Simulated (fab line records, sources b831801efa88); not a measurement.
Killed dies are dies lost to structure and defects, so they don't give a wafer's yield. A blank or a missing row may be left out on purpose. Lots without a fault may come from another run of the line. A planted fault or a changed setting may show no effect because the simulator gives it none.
A struck lot beside a sound one | flow sky130 | 16 steps out of a route of 708
Sound: wafers L387.1, L387.2, L387.6. Struck: wafer L398.4. (L398.1, L398.5 of the same lot were not struck and are left out.) The cause comes at the end.
At each step with rows: each side's tool, then ch and its chambers, then its first start. Under that, the readings that differ: sound wafers | struck wafers | difference of the means | sigmas: that difference in standard deviations of wafers without a fault.
alike: readings whose means differ by less than 2 such deviations, and words and numbers that are the same on both sides. not compared: withheld readings, readings that some wafer has no value for, bounds like >300 that may hide the same value, and numbers for which the record gives no deviation and whose values overlap.
The two part at a step that has a row with sigmas, a row that says differs or no value, or rows on one side only. Numbers that don't overlap but have no deviation are shown without sigmas and don't part them. A reading that every wafer of one side lacks parts them only if that side has two wafers or more.

SKY_SD_N_OVL_MEAS_08:
  sound on overlay-01, day 28 11:59; struck on overlay-02, day 32 03:02
  alike: SD_N_OVL
then, 2 steps without rows for these wafers: SKY_SD_N_IMPLANT_09; SKY_SD_N_IMPLANT_10.
SKY_SD_N_STRIP_11: strips in O2/N2.
  sound on plasma_asher-01 ch 0,1, day 28 12:19; struck on plasma_asher-01 ch 0, day 32 03:22
  alike: drypump_motor_current_A, oes_product_au, strip_time_to_endpoint_s
  not compared: rf_hours_counter_h
SKY_SD_N_TW_MEAS_12:
  sound on film_metro-03, day 28 12:25; struck on film_metro-03, day 32 03:28
  alike: SD_N_TW
then, 1 step without rows for these wafers: SKY_SD_N_CLEAN_13 (cleans in SC1/SC2, time 150 s).
SKY_SD_N_RTA_14: time 2 s.
  sound on rtp_anneal-02 ch 0, day 28 12:32; struck on rtp_anneal-01 ch 0, day 32 03:34
  alike: lamp_power_pct, wafer_temp_C_max
SKY_SD_N_RS_MEAS_16: measures by four-point-probe.
  sound on film_metro-01, day 28 12:42; struck on film_metro-02, day 32 03:45
  alike: SD_N_RS
SKY_SD_N_RS_MEAS_17: measures by four-point-probe.
  sound on film_metro-01, day 28 12:49; struck on film_metro-02, day 32 03:52
  alike: SD_P_RS
SKY_SD_N_RS_MEAS_18: measures by four-point-probe.
  sound on film_metro-01, day 28 12:56; struck on film_metro-02, day 32 03:59
  alike: RES_XHIGH_RS
then, 1 step without rows for these wafers: SKY_SALICIDE_CLEAN_00 (cleans in HF-last, time 30 s).
SKY_LI_CONTACT_HDPCVD_00: deposits PSG, target thk 930 nm, time 155 s.
  sound on hdpcvd-01 ch 0,2, day 28 13:06; struck on hdpcvd-02 ch 0, day 32 04:07
  reading                                       | sound             | struck | difference | sigmas
  run_length_s (s)                              | 183.5 182.5 182.4 | 210.0  | +27.2      | +43
  model.PSG_of_LI_CONTACT_HDPCVD_00.thk_nm (nm) | 922.1 915.2 923.2 | 1093   | +173       |
SKY_LI_CONTACT_THK_MEAS_01:
  sound on film_metro-03, day 28 13:15; struck on film_metro-01, day 32 04:35
  reading                    | sound       | struck | difference | sigmas
  LI_CONTACT_HDPCVD_THK (nm) | 923 915 923 | 1093   | +173       | +22
  not compared: hold
SKY_LI_CONTACT_CMP_02: polishes PSG.
  sound on cmp-01 ch 2,3, day 28 13:19; struck on cmp-01 ch 0, day 32 06:49
  reading                | sound          | struck                   | difference                   | sigmas
  hold                   | - - -          | await_dispo/2.0h/release | no value on the sound wafers |
  time_to_endpoint_s (s) | 35.9 31.8 29.8 | 47.8                     | +15.3                        | +6
  alike: motor_current_A
SKY_LI_CONTACT_BOW_MEAS_03:
  sound on film_metro-01, day 28 13:37; struck on film_metro-03, day 32 07:10
  alike: LI_CONTACT_BOW
-- the record jumps here: 16 days lie between the struck wafers' starts before and after (it left off in module LI_CONTACT and takes up again in module PAD_OPEN, whose first step shown is number 708 of the route) --
SKY_PAD_OPEN_PROBE_99:
  the record has rows for the struck wafers here (prober-01, day 48 18:51) and none for the sound ones

WHERE THEY PART
First at SKY_LI_CONTACT_HDPCVD_00; last, within this record, at SKY_PAD_OPEN_PROBE_99.

WHY: what the simulator had put in
Process parameter drift: hdpcvd-02, from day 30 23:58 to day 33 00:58, at SKY_LI_CONTACT_HDPCVD_00. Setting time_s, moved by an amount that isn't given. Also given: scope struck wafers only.
